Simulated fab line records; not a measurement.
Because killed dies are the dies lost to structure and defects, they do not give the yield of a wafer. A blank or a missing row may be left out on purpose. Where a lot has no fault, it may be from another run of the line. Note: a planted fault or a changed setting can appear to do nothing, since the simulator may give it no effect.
fab line records	flow sky130
[record] lots = 14	wafers = 42	last_day = 50
route steps=708 shown METAL3@569 VIA3@576
lots that met no fault: from a run of the same line without faults
start_h: the number of hours between the record's first day and the start of the first shown wafer of the lot	wait_h: time in hours since the lot's previous step	" identical to the entry in the row above	L1.1+2: several wafers, shown together as one row	- no value, or no start given	* or withheld: withheld	< > ~ a bound
route shown NAME@n: names a module that has steps shown in the file, with the first one's number in the route	usual: mean/standard deviation of fault-free wafers	same: alike in all rows	chamber/n: place in a boat	sites: each site's reading	_std_site: the standard deviation of these	_edge_site: inner sites' mean taken away from outer sites' mean	radius_mm: for every site, how far away it sits from the centre of the wafer	mask NAME#n: copy n	behind: the most recent tool/chamber to have shaped the wafer	hold: why the lot was held/for how many hours/how that ended	device: whichever transistor did not switch (one of n, p or np)	end of line: the same wafers' tests at the end of the route	for a step that has no rows: nothing shown but its recipe	killed: dies lost to structure and defects at the first sort, not the wafer's yield	map: the dies of a wafer, with x for killed, . for not killed, _ for no die there
set.NAME: the setting the step ran with; set.NAME@STEP: the setting that earlier step ran with	model.NAME: the simulator's own value behind a step, which no gauge read
steps of the route over a sample of lots; a table a step, a row a wafer
services: from which hour (start_h, from the record's first day; less than 0 if before it) a tool's chamber was out of use, for how many hours, and why
[[steps]]
[step SKY_METAL3_STRIP_19]
[recipe] chemistry = O2/N2	power_w = 1400	pressure_mtorr = 1500	platen_temp_c = withheld	o2_flow_sccm = 3000	n2_flow_sccm = 300	overash_fraction = 0.5
[usual] drypump_motor_current_A = 5.66/0.2	oes_product_au = 0.501/0.0051	strip_time_to_endpoint_s = 6.51/0.066
lot.wafer	tool	chamber	start_h	wait_h	drypump_motor_current_A	oes_product_au	rf_hours_counter_h	strip_time_to_endpoint_s
L996.1	plasma_asher-04	1	915.63	0.1	5.82	0.503	17	6.56
L996.5	"	0	"	"	5.81	0.507	-	6.60
L996.6	"	1	"	"	5.82	0.502	-	6.65
L997.1	plasma_asher-01	0	921.63	0.1	5.51	0.501	111	6.47
L997.2	"	1	"	"	5.91	0.503	111	6.43
L997.3	"	1	"	"	5.88	0.493	-	6.40
L998.2	plasma_asher-04	1	963.19	0.1	5.80	0.502	21	6.47
L998.5	"	0	"	"	5.86	0.502	-	6.48
L998.6	"	1	"	"	5.81	0.503	-	6.44
L999.1	plasma_asher-04	1	964.06	0.1	5.82	0.491	21	6.50
L999.3	"	0	"	"	5.82	0.501	-	6.50
L999.4	"	1	"	"	5.82	0.495	-	6.43
L100.1	plasma_asher-04	1	964.34	0.1	5.82	0.492	22	6.49
L100.3	"	0	"	"	5.85	0.498	-	6.46
L100.4	"	1	"	"	5.83	0.493	-	6.48
L101.2	plasma_asher-04	1	966.16	0.1	5.84	0.497	22	6.47
L101.5	"	0	"	"	5.83	0.499	-	6.46
L101.6	"	1	"	"	5.82	0.500	-	6.48
L102.1	plasma_asher-04	1	974.06	0.1	5.83	0.505	23	6.63
L102.3	"	1	"	"	5.83	0.503	-	6.66
L102.6	"	1	"	"	5.82	0.507	-	6.54
L105.1	plasma_asher-01	0	985.24	0.1	5.48	0.493	117	6.60
L105.2	"	1	"	"	5.88	0.507	117	6.52
L105.6	"	1	"	"	5.89	0.507	-	6.57
L104.4	plasma_asher-03	0	991.04	0.1	5.38	0.507	-	6.63
L104.5	"	1	"	"	5.48	0.500	-	6.46
L104.6	"	0	"	"	5.40	0.496	-	6.59
L106.2	plasma_asher-03	1	991.84	0.1	5.49	0.509	87	6.56
L106.4	"	0	"	"	5.38	0.497	-	6.62
L106.5	"	0	"	"	5.39	0.513	-	6.64
L107.1	plasma_asher-01	0	1008.79	0.1	5.52	0.503	120	6.51
L107.4	"	0	"	"	5.49	0.499	-	6.52
L107.5	"	1	"	"	5.94	0.499	-	6.52
L112.2	plasma_asher-01	0	1047.09	0.1	5.49	0.503	124	6.50
L112.3	"	1	"	"	5.91	0.496	-	6.52
L112.4	"	0	"	"	5.48	0.506	-	6.54
L113.1	plasma_asher-01	1	1050.21	0.1	5.85	0.497	124	6.44
L113.4	"	0	"	"	5.50	0.499	-	6.42
L113.5	"	1	"	"	5.87	0.493	-	6.39
L114.3	plasma_asher-03	0	1061.34	0.1	5.42	0.499	-	6.47
L114.4	"	1	"	"	5.48	0.500	-	6.57
L114.5	"	0	"	"	5.41	0.502	-	6.47
[step SKY_VIA3_BOW_MEAS_03]
[recipe] mode = bow
[usual] VIA3_BOW = 80/6.1
lot.wafer	tool	chamber	start_h	wait_h	VIA3_BOW[um]
L996.1	film_metro-02	-	916.76	0.1	87
L996.5	"	-	"	"	82
L996.6	"	-	"	"	85
L997.1	film_metro-04	-	922.75	0.2	84
L997.2	"	-	"	"	75
L997.3	"	-	"	"	74
L998.2	film_metro-02	-	964.37	0.2	71
L998.5	"	-	"	"	87
L998.6	"	-	"	"	90
L100.1	film_metro-03	-	965.50	0.1	75
L100.3	"	-	"	"	82
L100.4	"	-	"	"	90
L999.1	film_metro-03	-	965.80	0.2	84
L999.3	"	-	"	"	72
L999.4	"	-	"	"	73
L101.2	film_metro-02	-	967.33	0.1	84
L101.5	"	-	"	"	73
L101.6	"	-	"	"	85
L102.1	film_metro-03	-	975.61	0.2	73
L102.3	"	-	"	"	86
L102.6	"	-	"	"	79
L105.1	film_metro-03	-	990.39	0.1	78
L105.2	"	-	"	"	90
L105.6	"	-	"	"	85
L104.4	film_metro-02	-	994.35	0.3	79
L104.5	"	-	"	"	74
L104.6	"	-	"	"	76
L106.2	film_metro-03	-	994.91	0.2	80
L106.4	"	-	"	"	80
L106.5	"	-	"	"	85
L107.1	film_metro-03	-	1009.92	0.1	77
L107.4	"	-	"	"	76
L107.5	"	-	"	"	80
L112.2	film_metro-03	-	1048.26	0.1	79
L112.3	"	-	"	"	74
L112.4	"	-	"	"	76
L113.1	film_metro-02	-	1051.33	0.1	78
L113.4	"	-	"	"	78
L113.5	"	-	"	"	65
L114.3	film_metro-02	-	1062.60	0.1	80
L114.4	"	-	"	"	80
L114.5	"	-	"	"	79
[step SKY_VIA3_PEB_10]
[recipe] peb_temp_c = withheld	peb_time_s = withheld	resist = KrF-thick
[usual] chill_plate_temp_C = *	exhaust_pa = 45.1/0.81
lot.wafer	tool	chamber	start_h	wait_h	chill_plate_temp_C	exhaust_pa
L996.1	litho_track-01	0	940	-	*	45.9
L996.5	"	0	"	"	*	46.3
L996.6	"	0	"	"	*	46.2
L997.1	litho_track-04	0	946	-	*	44.4
L997.2	"	0	"	"	*	45.2
L997.3	"	0	"	"	*	45.1
L998.2	litho_track-04	0	987	-	*	46.3
L998.5	"	0	"	"	*	45.4
L998.6	"	0	"	"	*	45.0
L100.1	litho_track-02	0	988	-	*	45.2
L100.3	"	0	"	"	*	45.3
L100.4	"	0	"	"	*	44.2
L999.1	litho_track-02	0	988	-	*	42.7
L999.3	"	0	"	"	*	44.2
L999.4	"	0	"	"	*	46.6
L101.2	litho_track-02	0	990	-	*	44.2
L101.5	"	0	"	"	*	43.9
L101.6	"	0	"	"	*	44.3
L102.1	litho_track-02	0	997	-	*	44.7
L102.3	"	0	"	"	*	45.2
L102.6	"	0	"	"	*	44.9
L105.1	litho_track-04	0	1010	-	*	44.6
L105.2	"	0	"	"	*	46.9
L105.6	"	0	"	"	*	44.7
L104.4	litho_track-01	0	1016	-	*	45.2
L104.5	"	0	"	"	*	44.4
L104.6	"	0	"	"	*	44.9
L106.2	litho_track-01	0	1016	-	*	44.1
L106.4	"	0	"	"	*	46.1
L106.5	"	0	"	"	*	45.9
L107.1	litho_track-01	0	1031	-	*	44.5
L107.4	"	0	1032	-	*	45.5
L107.5	"	0	"	"	*	45.8
L112.2	litho_track-04	0	1070	-	*	45.4
L112.3	"	0	"	"	*	45.5
L112.4	"	0	"	"	*	45.8
L113.1	litho_track-04	-	1072	-	-	-
L113.4	"	-	"	"	-	-
L113.5	"	-	"	"	-	-
L114.3	litho_track-01	-	1082	-	-	-
L114.4	"	-	"	"	-	-
L114.5	"	-	"	"	-	-
[step SKY_VIA3_CD_MEAS_12]
[recipe] target_cd_nm = 200
[usual] cd_nm = 200.3/1.3
lot.wafer	tool	chamber	start_h	wait_h	cd_nm
L996.1	cd_sem-01	-	940.91	-	200.5
L996.5	"	-	"	"	198.1
L996.6	"	-	"	"	198.5
L997.1	cd_sem-01	-	946.97	-	201.2
L997.2	"	-	"	"	200.7
L997.3	"	-	"	"	202.7
L998.2	cd_sem-02	-	988.04	-	199.5
L998.5	"	-	"	"	201.6
L998.6	"	-	"	"	199.2
L100.1	cd_sem-01	-	988.90	-	200.7
L100.3	"	-	"	"	199.6
L100.4	"	-	"	"	200.1
L999.1	cd_sem-01	-	989.25	-	199.4
L999.3	"	-	"	"	200.4
L999.4	"	-	"	"	198.8
L101.2	cd_sem-01	-	991.17	-	199.8
L101.5	"	-	"	"	197.8
L101.6	"	-	"	"	198.4
L102.1	cd_sem-02	-	998.05	-	201.5
L102.3	"	-	"	"	201.2
L102.6	"	-	"	"	201.0
L105.1	cd_sem-01	-	1010.83	-	199.0
L105.2	"	-	"	"	200.4
L105.6	"	-	"	"	200.7
L104.4	cd_sem-01	-	1016.37	-	198.8
L104.5	"	-	"	"	199.8
L104.6	"	-	"	"	199.7
L106.2	cd_sem-01	-	1016.99	-	199.0
L106.4	"	-	"	"	200.6
L106.5	"	-	"	"	199.6
L107.1	cd_sem-01	-	1032.26	-	200.7
L107.4	"	-	"	"	199.9
L107.5	"	-	"	"	201.2
L112.2	cd_sem-02	-	1070.35	-	198.9
L112.3	"	-	"	"	200.3
L112.4	"	-	"	"	199.4
L113.1	cd_sem-01	-	1072.63	-	-
L113.4	"	-	"	"	-
L113.5	"	-	"	"	-
L114.3	cd_sem-02	-	1083.15	-	-
L114.4	"	-	"	"	-
L114.5	"	-	"	"	-
[[services]]
tool	chamber	start_h	hours	kind
plasma_asher-04	-	909.60	2.8	pm
plasma_asher-01	-	914.66	2.6	repair
plasma_asher-01	-	1055.25	9.0	pm
plasma_asher-01	0	1055.25	9.0	vent_cycle
plasma_asher-01	1	1055.25	9.0	vent_cycle
plasma_asher-01	0	1064.25	-	clean
plasma_asher-01	1	1064.25	-	clean
[[key]]
[first_sign] step = SKY_VIA3_PEB_10	reading = tool_record	direction = missing
effect none on later readings
met_at SKY_VIA3_PEB_10
struck_lots L113,L114
later_rows_left_out L113.1,L113.4,L113.5,L114.3,L114.4,L114.5
sort_left_out L113.1,L113.4,L113.5,L114.3,L114.4,L114.5
not_acting_at SKY_METAL3_STRIP_19,SKY_VIA3_BOW_MEAS_03,SKY_VIA3_CD_MEAS_12
onset_between 1070 1072
[fault] kind = skipped_step_whole	tool = litho_track-01,litho_track-04	chamber = -	onset_h = 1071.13	steps = SKY_VIA3_PEB_10	scope = struck_lots_only
// sort_left_out: the simulated sort isn't trusted on such a fault, so these wafers' sort isn't shown, and their yield isn't known
// later_rows_left_out: the simulator's readings of these wafers behind a module that went badly wrong aren't trusted and aren't shown, but for the sort
